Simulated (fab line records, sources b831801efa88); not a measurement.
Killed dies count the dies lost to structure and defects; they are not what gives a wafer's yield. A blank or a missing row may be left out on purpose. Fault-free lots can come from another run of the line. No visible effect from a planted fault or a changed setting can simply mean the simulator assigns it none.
Matching of chambers    flow gf180mcu    GF_V4_CVD_02 on pecvd-03: 3 sister chambers
The step deposits SiO2 from TEOS, target thk 850 nm, time 94.851 s. 6 wafers are shown with their chamber, then 7 later ones without.

## WAFERS PAIRED WITH THEIR CHAMBERS
wafer   chamber  heater power w (W)
L086.5  1        644
L090.2  2        728
L090.3  0        699
L090.4  1        639
L091.2  0        692
L091.3  2        746

## WAFERS WITH NO CHAMBER GIVEN
wafer   heater power w (W)
L091.6  660
L093.1  571
L093.3  695
L093.6  718
L095.3  658
L095.4  713
L095.6  679

## CHAMBER TAKEN BY EACH
wafer    from the rows above       in truth
L091.6   1                         1
L093.1   1                         1
L093.3   0                         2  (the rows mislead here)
L093.6   can't be placed: 2 or 0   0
L095.3   1                         1
L095.4   can't be placed: 0 or 2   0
L095.6   0                         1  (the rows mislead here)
Correctly placed: 3 of 7. These rows do not allow placing 2 (true chamber among the candidates in 2). Placed wrongly: 2.
How it was worked out, from the rows above alone: a wafer's distance from a chamber is the root of the sum, over the readings, of the square of ((its reading less the chamber's mean) divided by the reading's scatter). The wafer belongs to the nearest chamber; if the next one is less than 2 further off, it can't be placed. Each chamber's mean is taken over the wafers shown for it. The scatter is the square root of a quotient: the sum, over the shown wafers, of each reading's squared deviation from its chamber's mean, divided by wafers minus chambers.
